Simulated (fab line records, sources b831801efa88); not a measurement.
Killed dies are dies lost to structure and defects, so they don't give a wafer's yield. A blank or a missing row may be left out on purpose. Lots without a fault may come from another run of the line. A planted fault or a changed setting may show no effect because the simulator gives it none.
A struck lot beside a sound one | flow sky130 | 14 steps out of a route of 708
Sound: wafers L563.2, L563.3, L563.5. Struck: wafers L569.2, L569.4, L569.6. The cause comes at the end.
At each step with rows: each side's tool, then ch and its chambers, then its first start. Under that, the readings that differ: sound wafers | struck wafers | difference of the means | sigmas: that difference in standard deviations of wafers without a fault.
alike: readings whose means differ by less than 2 such deviations, and words and numbers that are the same on both sides. not compared: withheld readings, readings that some wafer has no value for, bounds like >300 that may hide the same value, and numbers for which the record gives no deviation and whose values overlap.
The two part at a step that has a row with sigmas, a row that says differs or no value, or rows on one side only. Numbers that don't overlap but have no deviation are shown without sigmas and don't part them. A reading that every wafer of one side lacks parts them only if that side has two wafers or more.

first, 1 step without rows for these wafers: SKY_CAPM_DEVELOP_11 (develop time 60 s).
SKY_CAPM_OVL_MEAS_12:
  sound on overlay-01, day 40 20:59; struck on overlay-01, day 42 23:38
  alike: CAPM_OVL
SKY_CAPM_METAL_ETCH_13: etches TiN in Cl2/BCl3, stops on SiO2, target depth 220 nm, time 62.9 s.
  sound on rie_metal-03 ch 1, day 40 21:02; struck on rie_metal-03 ch 0,1, day 42 23:40
  alike: drypump_motor_current_A, oes_product_au, throttle_valve_pct
  not compared: rf_hours_counter_h
SKY_CAPM_STRIP_14: strips in O2/N2.
  sound on plasma_asher-04 ch 0, day 40 21:10; struck on plasma_asher-03 ch 0,1, day 42 23:45
  reading                      | sound             | struck            | difference | sigmas
  strip_time_to_endpoint_s (s) | 12.64 12.61 12.60 | 12.69 12.69 12.67 | +0.07      | +2
  alike: drypump_motor_current_A, oes_product_au
  not compared: rf_hours_counter_h
then, 8 steps without rows for these wafers: SKY_CAPM_STRIP_15 (strips in post etch residue remover, time 1200 s); SKY_CAPM_CLEAN_16 (cleans in IPA, time 180 s); SKY_CAPM_CLEAN_17 (cleans in O3/DIW); SKY_METAL3_DEHYDRATE_05 (time 60 s); SKY_METAL3_HMDS_06 (prime time 60 s); SKY_METAL3_COAT_07 (resist thk 60 nm); SKY_METAL3_COAT_08 (resist thk 1140 nm); SKY_METAL3_SOFTBAKE_09 (time 90 s).
SKY_METAL3_EXPOSE_10: exposes mask MM3, target cd 300 nm.
  sound on krf_scanner-01 ch 0, day 41 10:22; struck on krf_scanner-01, day 43 12:13
  no value came back on the struck wafers for exposure_dose_mJ_cm2, focus_offset_nm (nm); on the sound wafers exposure_dose_mJ_cm2 reads 28.001 28.004 28.056
  alike: mask
then, 1 step without rows for these wafers: SKY_METAL3_PEB_11.

WHERE THEY PART
First at SKY_CAPM_STRIP_14; last, within this record, at SKY_METAL3_EXPOSE_10.

WHY: what the simulator had put in
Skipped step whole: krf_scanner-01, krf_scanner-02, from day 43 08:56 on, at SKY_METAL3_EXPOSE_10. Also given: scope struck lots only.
